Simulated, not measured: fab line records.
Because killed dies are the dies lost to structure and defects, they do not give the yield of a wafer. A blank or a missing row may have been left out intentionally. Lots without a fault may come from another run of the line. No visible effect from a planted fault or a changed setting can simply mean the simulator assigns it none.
fab line records	flow sky130
record: lots: 13	wafers: 39	last_day: 50
route steps=708 shown VT_ADJUST_NCORE@129 VT_ADJUST_PCH@150 SONOS_TUNNEL@165 PAD_OPEN@708
lots that met no fault: taken from a fault-free run of the same line
start_h: hours from the record's first day to the start of the lot's first wafer shown	wait_h: hours from the lot's prior step to this one	" unchanged from the row above	L1.1+2: several wafers, shown together as one row	- no value, or no start given	* or withheld: withheld	< > ~ a bound
route shown NAME@n: names a module that has steps shown in the file, with the first one's number in the route	usual: mean/standard deviation of fault-free wafers	same: alike in all rows	chamber/n: place in a boat	sites: per-site readings	_std_site: standard deviation of those values	_edge_site: outer sites' mean less inner sites'	radius_mm: for every site, how far away it sits from the centre of the wafer	mask NAME#n: copy n	behind: tool/chamber where the wafer was last shaped	hold: the reason the lot was held/the length of the hold in hours/how it ended	device: names the non-switching transistor (n, p or np)	end of line: tests run on the same wafers once the route is complete	for a step that has no rows: nothing shown but its recipe	killed: count of dies lost to structure and defects at first sort (not the wafer's yield)	map: per-die view of a wafer (x killed, . not killed, _ where there is no die)
set.NAME: the setting that was run; set.NAME@STEP: the one run at that earlier step	model.NAME: the simulator's own value behind a step, which no gauge read
route steps across a sampled set of lots; one table per step, one row per wafer
services: when a tool's chamber went out of use (start_h, in hours from the record's first day, below 0 if earlier), for how many hours, and the reason
== steps ==
step: SKY_VT_ADJUST_NCORE_STRIP_10
recipe: chemistry: O2/N2	power_w: 1400	pressure_mtorr: 1500	platen_temp_c: withheld	o2_flow_sccm: 3000	n2_flow_sccm: 300	overash_fraction: 0.5
usual: chamber_pressure_mTorr: 1500.2/1.4	drypump_motor_current_A: 5.92/0.29	n2_flow_sccm: 300.2/0.92	oes_product_au: 0.716/0.0048	strip_time_to_endpoint_s: 14.21/0.039
lot.wafer	tool	chamber	start_h	wait_h	chamber_pressure_mTorr	drypump_motor_current_A	n2_flow_sccm	oes_product_au	rf_hours_counter_h	strip_time_to_endpoint_s
L904.3	plasma_asher-01	1	182.66	0.1	1500.0	5.56	299.2	0.717	-	14.17
L904.4	"	0	"	"	1498.7	6.21	300.9	0.717	-	14.15
L904.6	"	0	"	"	1502.6	6.19	299.1	0.718	-	14.16
L905.2	plasma_asher-01	1	185.98	0.1	1501.0	5.58	300.4	0.716	36	14.21
L905.4	"	1	"	"	1497.9	5.55	300.2	0.722	-	14.25
L905.6	"	0	"	"	1500.1	6.22	299.1	0.721	-	14.25
L906.1	plasma_asher-02	1	194.81	0.1	1500.8	6.07	299.9	0.713	8	14.16
L906.2	"	0	"	"	1499.7	5.80	300.4	0.711	8	14.17
L906.6	"	1	"	"	1499.2	6.09	300.2	0.716	-	14.19
L907.1	plasma_asher-03	1	200.70	0.1	1498.7	6.32	300.3	0.720	52	14.26
L907.2	"	0	"	"	1502.9	5.54	300.6	0.716	52	14.22
L907.4	"	0	"	"	1499.9	5.52	300.5	0.715	-	14.20
L909.1	plasma_asher-01	0	216.05	0.1	1497.8	6.20	301.1	0.715	39	14.23
L909.3	"	0	"	"	1501.0	6.21	299.7	0.715	-	14.25
L909.5	"	1	"	"	1499.6	5.57	302.0	0.720	-	14.29
L910.2	plasma_asher-02	0	221.55	0.1	1501.5	5.79	301.2	0.717	11	14.22
L910.3	"	1	"	"	1499.7	6.05	300.9	0.721	-	14.19
L910.4	"	0	"	"	1501.0	5.78	299.7	0.711	-	14.19
L918.2	plasma_asher-01	1	282.63	0.1	1501.6	5.55	298.8	0.716	45	14.16
L918.4	"	1	"	"	1497.3	5.55	298.5	0.713	-	14.15
L918.5	"	0	"	"	1502.4	6.17	298.3	0.712	-	14.18
L919.2	plasma_asher-02	0	286.60	0.1	1498.8	5.76	300.6	0.715	17	14.24
L919.3	"	1	"	"	1502.5	6.08	301.8	0.711	-	14.24
L919.6	"	1	"	"	1499.8	6.10	299.7	0.718	-	14.25
L920.2	plasma_asher-01	0	296.88	0.1	1502.3	6.19	300.7	0.713	47	14.23
L920.3	"	0	"	"	1499.2	6.22	301.0	0.723	-	14.22
L920.5	"	0	"	"	1501.9	6.20	299.6	0.719	-	14.19
L921.2	plasma_asher-01	0	302.15	0.1	1502.5	6.19	300.9	0.709	47	14.19
L921.3	"	0	"	"	1499.6	6.19	299.6	0.716	-	14.20
L921.5	"	1	"	"	1499.1	5.55	299.6	0.720	-	14.17
L922.3	plasma_asher-03	1	309.18	0.1	1498.9	6.32	301.4	0.714	-	14.15
L922.5	"	1	"	"	1501.2	6.31	300.7	0.714	-	14.15
L922.6	"	0	"	"	1499.7	5.53	299.7	0.713	-	14.18
L923.1	plasma_asher-02	1	317.15	0.1	1499.7	6.06	301.3	0.711	20	14.22
L923.3	"	0	"	"	1501.2	5.76	300.8	0.717	-	14.19
L923.6	"	1	"	"	1499.8	6.07	301.7	0.719	-	14.20
L926.3	plasma_asher-03	1	346.53	0.1	1502.7	6.33	300.2	0.718	-	14.26
L926.5	"	0	"	"	1500.5	5.60	301.0	0.726	-	14.28
L926.6	"	1	"	"	1501.1	6.34	300.0	0.709	-	14.29
step: SKY_VT_ADJUST_PCH_OVL_MEAS_07
usual: VT_ADJUST_PCH_OVL: 0.2/1.5
lot.wafer	tool	chamber	start_h	wait_h	VT_ADJUST_PCH_OVL[nm]
L904.3	overlay-02	-	226.15	-	0.2
L904.4	"	-	"	"	1.8
L904.6	"	-	"	"	0.1
L905.2	overlay-01	-	229.83	-	-0.5
L905.4	"	-	"	"	0.8
L905.6	"	-	"	"	0.2
L906.1	overlay-01	-	239.80	-	1.4
L906.2	"	-	"	"	1.2
L906.6	"	-	"	"	0.1
L907.1	overlay-01	-	246.29	-	-2.1
L907.2	"	-	"	"	-2.3
L907.4	"	-	"	"	-1.9
L909.1	overlay-02	-	262.57	-	-0.6
L909.3	"	-	"	"	-0.4
L909.5	"	-	"	"	-0.4
L910.2	overlay-02	-	268.16	-	0.2
L910.3	"	-	"	"	-1.8
L910.4	"	-	"	"	-2.8
L918.2	overlay-01	-	333.79	-	2.9
L918.4	"	-	"	"	1.6
L918.5	"	-	"	"	2.2
L919.2	overlay-01	-	338.91	-	-1.1
L919.3	"	-	"	"	-0.9
L919.6	"	-	"	"	2.1
L920.2	overlay-01	-	349.91	-	1.7
L920.3	"	-	"	"	2.0
L920.5	"	-	"	"	4.3
L921.2	overlay-01	-	355.34	-	2.8
L921.3	"	-	"	"	1.3
L921.5	"	-	"	"	0.6
L922.3	overlay-01	-	363.01	-	0.5
L922.5	"	-	"	"	0.1
L922.6	"	-	"	"	0.5
L923.1	overlay-02	-	371.94	-	-2.1
L923.3	"	-	"	"	-0.8
L923.6	"	-	"	"	0.3
L926.3	overlay-02	-	404.53	-	-1.2
L926.5	"	-	"	"	0.7
L926.6	"	-	"	"	-0.1
step: SKY_VT_ADJUST_PCH_TW_MEAS_10
usual: VT_ADJUST_PCH_TW: 142.7/1.5
lot.wafer	tool	chamber	start_h	wait_h	VT_ADJUST_PCH_TW
L904.3	film_metro-04	-	226.44	0.1	143.1
L904.4	"	-	"	"	142.7
L904.6	"	-	"	"	143.5
L905.2	film_metro-04	-	230.12	0.1	142.9
L905.4	"	-	"	"	143.1
L905.6	"	-	"	"	143.0
L906.1	film_metro-01	-	240.09	0.1	140.9
L906.2	"	-	"	"	141.9
L906.6	"	-	"	"	141.9
L907.1	film_metro-02	-	246.57	0.1	143.3
L907.2	"	-	"	"	143.4
L907.4	"	-	"	"	144.3
L909.1	film_metro-01	-	262.86	0.1	141.9
L909.3	"	-	"	"	141.2
L909.5	"	-	"	"	141.1
L910.2	film_metro-02	-	268.45	0.1	144.4
L910.3	"	-	"	"	143.6
L910.4	"	-	"	"	144.0
L918.2	film_metro-01	-	334.08	0.1	140.8
L918.4	"	-	"	"	140.4
L918.5	"	-	"	"	140.8
L919.2	film_metro-02	-	339.20	0.1	142.7
L919.3	"	-	"	"	142.1
L919.6	"	-	"	"	143.6
L920.2	film_metro-04	-	350.20	0.1	144.1
L920.3	"	-	"	"	144.1
L920.5	"	-	"	"	144.0
L921.2	film_metro-01	-	355.63	0.1	141.1
L921.3	"	-	"	"	141.1
L921.5	"	-	"	"	142.0
L922.3	film_metro-02	-	363.31	0.1	143.0
L922.5	"	-	"	"	142.7
L922.6	"	-	"	"	143.3
L923.1	film_metro-04	-	372.22	0.1	143.0
L923.3	"	-	"	"	144.5
L923.6	"	-	"	"	144.2
L926.3	film_metro-01	-	404.83	0.1	139.9
L926.5	"	-	"	"	140.3
L926.6	"	-	"	"	140.8
step: SKY_SONOS_TUNNEL_STRIP_11
recipe: chemistry: SPM	time_s: 600	temp_c: 130
usual: bath_guard_temp_C: 130.1/0.52	bath_heat_duty_pct: 14.2/1.5
lot.wafer	tool	chamber	start_h	wait_h	bath_guard_temp_C	bath_heat_duty_pct
L904.3	wet_bench-01	3	249.80	0.0	129.9	17.1
L904.4	"	3	"	"	130.0	16.7
L904.6	"	3	"	"	129.8	17.1
L905.2	wet_bench-04	2	254.04	0.0	129.6	12.6
L905.4	"	2	"	"	130.0	11.8
L905.6	"	2	"	"	129.8	11.9
L906.1	wet_bench-01	2	263.93	0.0	130.7	15.7
L906.2	"	2	"	"	130.9	16.2
L906.6	"	2	"	"	130.8	15.3
L907.1	wet_bench-04	3	270.51	0.0	129.6	12.6
L907.2	"	3	"	"	129.5	12.1
L907.4	"	3	"	"	129.5	11.6
L909.1	wet_bench-04	3	288.16	0.0	-	-
L909.3	"	3	"	"	-	-
L909.5	"	3	"	"	-	-
L910.2	wet_bench-01	0	293.80	0.0	-	-
L910.3	"	0	"	"	-	-
L910.4	"	0	"	"	-	-
L918.2	wet_bench-03	2	362.29	0.0	130.3	13.7
L918.4	"	2	"	"	130.4	14.8
L918.5	"	2	"	"	130.3	14.7
L919.2	wet_bench-04	2	367.36	0.0	129.9	12.2
L919.3	"	2	"	"	129.6	12.1
L919.6	"	2	"	"	130.1	12.7
L920.2	wet_bench-04	1	378.88	0.0	129.6	13.9
L920.3	"	1	"	"	129.6	12.7
L920.5	"	1	"	"	130.1	14.3
L921.2	wet_bench-01	2	384.06	0.0	130.9	15.9
L921.3	"	2	"	"	130.6	16.5
L921.5	"	2	"	"	130.7	17.2
L922.3	wet_bench-03	3	391.44	0.0	129.9	13.7
L922.5	"	3	"	"	129.6	14.8
L922.6	"	3	"	"	129.9	15.0
L923.1	wet_bench-01	1	401.49	0.0	130.6	14.7
L923.3	"	1	"	"	130.9	15.7
L923.6	"	1	"	"	131.0	14.9
L926.3	wet_bench-03	1	434.66	0.0	131.1	14.5
L926.5	"	1	"	"	131.1	14.1
L926.6	"	1	"	"	131.0	13.8
step: SKY_PAD_OPEN_PROBE_99
usual: killed_at_M0_to_M3: 45/7.9	killed_at_M4_up: 2.9/1.8	killed_at_contacts: 25/5.5	killed_at_front_end: 16/4.4	killed_at_other: 0.3/0.58	killed_dies: 89/9.4	killed_on_rim: 18/3.9	killed_open: 49/6.8	killed_short: 40/6.3
same: gross_dies: 492	killed_at_back_side: 0
lot.wafer	tool	chamber	start_h	wait_h	killed_at_M0_to_M3	killed_at_M4_up	killed_at_contacts	killed_at_front_end	killed_at_other	killed_dies	killed_on_rim	killed_open	killed_short
L909.1	prober-02	-	1102.87	0.1	33	2	22	435	0	492	96	40	30
L909.3	prober-02	-	1102.97	0.2	38	3	17	433	1	492	96	39	39
L909.5	prober-02	-	1103.07	0.2	39	2	13	438	0	492	96	36	41
L910.2	prober-01	-	1111.28	0.1	54	1	30	407	0	492	96	55	42
L910.3	prober-01	-	1111.33	0.2	39	5	30	418	0	492	96	48	39
L910.4	prober-01	-	1111.38	0.2	28	3	24	437	0	492	96	44	28
L919.2	prober-01	-	1159.06	0.1	53	1	20	13	1	88	17	50	37
L919.3	prober-01	-	1159.11	0.2	50	0	25	13	2	90	15	49	41
L919.6	prober-01	-	1159.26	0.2	50	3	25	14	0	92	23	49	43
L920.2	prober-02	-	1166.84	0.1	39	6	11	21	0	77	12	43	34
L920.3	prober-02	-	1166.89	0.2	40	2	28	26	0	96	19	56	40
L920.5	prober-02	-	1166.99	0.2	51	5	24	16	0	96	16	46	48
L921.2	prober-01	-	1174.93	0.1	40	5	24	18	0	87	17	46	40
L921.3	prober-01	-	1174.98	0.2	38	2	31	9	1	81	12	44	36
L921.5	prober-01	-	1175.08	0.2	48	1	24	17	0	90	20	57	33
L922.3	prober-02	-	1175.99	0.2	42	0	29	14	1	86	26	52	33
L922.5	prober-02	-	1176.09	0.2	39	3	25	15	1	83	14	45	38
L922.6	prober-02	-	1176.14	0.2	43	1	24	24	0	92	23	50	42
L923.1	prober-01	-	1184.41	0.1	54	5	18	20	1	98	26	49	49
L923.3	prober-01	-	1184.51	0.2	52	3	21	21	1	98	22	48	49
L923.6	prober-01	-	1184.66	0.2	52	2	13	12	0	79	15	44	35
killed by level:class
L909.1 SONOS_ONO:area_oxidation=422 LI_CONTACT:geometric_particle:open=7 VIA1:geometric_particle:open=7 CONTACT:geometric_particle:short=5 METAL2:geometric_particle:short=5 VIA2:geometric_particle:open=5 VIA3:geometric_particle:open=5 FIELD_ISO:geometric_particle:open=4
L909.3 SONOS_ONO:area_oxidation=414 METAL2:geometric_particle:short=8 FIELD_ISO:geometric_particle:short=6 CONTACT:geometric_particle:open=6 LI_CONTACT:geometric_particle:open=5 VIA2:geometric_particle:open=5 METAL1:geometric_particle:short=5 VIA1:geometric_particle:open=5
L909.5 SONOS_ONO:area_oxidation=415 VIA1:geometric_particle:open=8 FIELD_ISO:geometric_particle:open=7 METAL2:geometric_particle:short=7 FIELD_ISO:geometric_particle:short=6 CONTACT:geometric_particle:open=6 VIA1:geometric_particle:short=6 VIA2:geometric_particle:short=5
L910.2 SONOS_ONO:area_oxidation=395 VIA1:geometric_particle:open=13 VIA2:geometric_particle:open=11 CONTACT:geometric_particle:open=10 LOCAL_INTERCONNECT:geometric_particle:short=6 CONTACT:geometric_particle:short=6 METAL2:geometric_particle:short=6 METAL1:geometric_particle:short=5
L910.3 SONOS_ONO:area_oxidation=405 LI_CONTACT:geometric_particle:open=10 CONTACT:geometric_particle:short=10 VIA1:geometric_particle:open=9 VIA3:geometric_particle:open=8 CONTACT:geometric_particle:open=6 VIA2:geometric_particle:open=5 METAL1:geometric_particle:short=4
L910.4 SONOS_ONO:area_oxidation=420 CONTACT:geometric_particle:open=9 POLY_GATE:geometric_particle:short=7 LI_CONTACT:geometric_particle:open=7 VIA1:geometric_particle:open=7 VIA3:geometric_particle:open=6 VIA2:geometric_particle:open=5 CONTACT:geometric_particle:short=4
L919.2 VIA1:geometric_particle:open=12 VIA3:geometric_particle:open=9 METAL1:geometric_particle:short=8 CONTACT:geometric_particle:open=8 LI_CONTACT:geometric_particle:open=7 VIA1:geometric_particle:short=6 VIA2:geometric_particle:open=5 VIA3:geometric_particle:short=5
L919.3 CONTACT:geometric_particle:open=10 VIA1:geometric_particle:open=9 VIA1:geometric_particle:short=8 VIA2:geometric_particle:open=7 CONTACT:geometric_particle:short=5 METAL1:geometric_particle:short=5 VIA3:geometric_particle:short=5 VIA3:geometric_particle:open=5
L919.6 VIA1:geometric_particle:open=12 CONTACT:geometric_particle:open=11 VIA2:geometric_particle:open=7 METAL1:geometric_particle:short=7 LI_CONTACT:geometric_particle:open=6 VIA1:geometric_particle:short=6 METAL2:geometric_particle:short=6 VIA2:geometric_particle:short=6
L920.2 FIELD_ISO:geometric_particle:open=10 VIA1:geometric_particle:open=8 VIA2:geometric_particle:open=7 LI_CONTACT:geometric_particle:open=6 METAL1:geometric_particle:short=6 FIELD_ISO:geometric_particle:short=4 VIA2:geometric_particle:short=4 METAL4:geometric_particle:short=4
L920.3 CONTACT:geometric_particle:open=10 VIA1:geometric_particle:open=8 FIELD_ISO:geometric_particle:open=7 METAL2:geometric_particle:short=7 FIELD_ISO:geometric_particle:short=6 LI_CONTACT:geometric_particle:open=6 LOCAL_INTERCONNECT:geometric_particle:short=6 VIA2:geometric_particle:open=6
L920.5 LI_CONTACT:geometric_particle:open=9 METAL2:geometric_particle:short=8 VIA3:geometric_particle:open=7 VIA2:geometric_particle:open=7 FIELD_ISO:geometric_particle:short=6 VIA1:geometric_particle:open=6 LOCAL_INTERCONNECT:geometric_particle:short=5 CONTACT:geometric_particle:open=5
L921.2 VIA1:geometric_particle:open=9 VIA2:geometric_particle:open=7 LI_CONTACT:geometric_particle:open=6 FIELD_ISO:geometric_particle:open=5 FIELD_ISO:geometric_particle:short=5 LOCAL_INTERCONNECT:geometric_particle:short=5 METAL1:geometric_particle:short=5 METAL2:geometric_particle:short=5
L921.3 CONTACT:geometric_particle:open=13 VIA3:geometric_particle:open=8 METAL1:geometric_particle:short=7 LI_CONTACT:geometric_particle:open=6 CONTACT:geometric_particle:short=5 VIA1:geometric_particle:open=5 VIA1:geometric_particle:short=4 VIA2:geometric_particle:open=4
L921.5 VIA1:geometric_particle:open=14 CONTACT:geometric_particle:open=11 FIELD_ISO:geometric_particle:open=7 LI_CONTACT:geometric_particle:open=7 VIA2:geometric_particle:open=6 METAL1:geometric_particle:short=5 VIA1:geometric_particle:short=5 METAL2:geometric_particle:short=4
L922.3 CONTACT:geometric_particle:open=11 VIA1:geometric_particle:open=9 LI_CONTACT:geometric_particle:open=8 VIA2:geometric_particle:open=7 CONTACT:geometric_particle:short=6 VIA3:geometric_particle:open=5 VIA1:geometric_particle:short=5 METAL2:geometric_particle:short=4
L922.5 VIA1:geometric_particle:open=12 CONTACT:geometric_particle:open=9 LI_CONTACT:geometric_particle:open=7 VIA1:geometric_particle:short=7 METAL2:geometric_particle:short=6 CONTACT:geometric_particle:short=5 POLY_GATE:geometric_particle:open=4 VIA2:geometric_particle:open=4
L922.6 VIA1:geometric_particle:open=9 VIA2:geometric_particle:open=9 CONTACT:geometric_particle:short=8 CONTACT:geometric_particle:open=8 FIELD_ISO:geometric_particle:open=7 POLY_GATE:geometric_particle:open=6 LOCAL_INTERCONNECT:geometric_particle:short=5 METAL2:geometric_particle:short=5
L923.1 METAL1:geometric_particle:short=10 VIA2:geometric_particle:open=9 VIA1:geometric_particle:open=9 FIELD_ISO:geometric_particle:open=7 LI_CONTACT:geometric_particle:open=6 CONTACT:geometric_particle:open=6 VIA2:geometric_particle:short=6 VIA3:geometric_particle:short=6
L923.3 VIA1:geometric_particle:open=14 VIA2:geometric_particle:open=9 FIELD_ISO:geometric_particle:short=7 METAL1:geometric_particle:short=7 FIELD_ISO:geometric_particle:open=5 VIA3:geometric_particle:open=5 LI_CONTACT:geometric_particle:open=5 LI_CONTACT:geometric_particle:short=5
L923.6 VIA1:geometric_particle:open=16 FIELD_ISO:geometric_particle:open=7 LI_CONTACT:geometric_particle:open=6 VIA3:geometric_particle:open=5 METAL1:geometric_particle:short=5 VIA1:geometric_particle:short=5 FIELD_ISO:geometric_particle:short=4 VIA3:geometric_particle:short=4
== services ==
tool	chamber	start_h	hours	kind
wet_bench-03	-	170.96	23.3	repair
plasma_asher-01	-	210.37	3.9	repair
plasma_asher-03	-	214.46	12.2	repair
plasma_asher-03	-	296.54	0.3	repair
wet_bench-03	-	367.88	10.8	repair
== key ==
first_sign: step: SKY_SONOS_TUNNEL_STRIP_11	reading: tool_record	direction: missing
effect: step: SKY_PAD_OPEN_PROBE_99	reading: killed_at_front_end	direction: up	sigmas: 95	usual: 16	struck: 428
more_kills_born_at: SKY_SONOS_ONO_OXIDATION_00@furnace-01: 2471
met_at SKY_SONOS_TUNNEL_STRIP_11
struck_lots L909,L910
later_rows_left_out L909.1,L909.3,L909.5,L910.2,L910.3,L910.4
tester_left_out L909,L910
not_acting_at SKY_VT_ADJUST_NCORE_STRIP_10,SKY_VT_ADJUST_PCH_OVL_MEAS_07,SKY_VT_ADJUST_PCH_TW_MEAS_10
onset_between 270.51 288.16
fault: kind: skipped_step_whole	tool: wet_bench-01,wet_bench-04	chamber: -	onset_h: 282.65	steps: SKY_SONOS_TUNNEL_STRIP_11	scope: struck_lots_only
tester_left_out: of these lots the tester's yield and bins aren't shown, on N5 and GAA mostly nor the transistor test; their killed dies are dies lost to structure and defects alone, not to doping, threshold or leakage, so they don't give the yield
later_rows_left_out: the simulator's readings of these wafers behind a module that went badly wrong aren't trusted and aren't shown, but for the sort
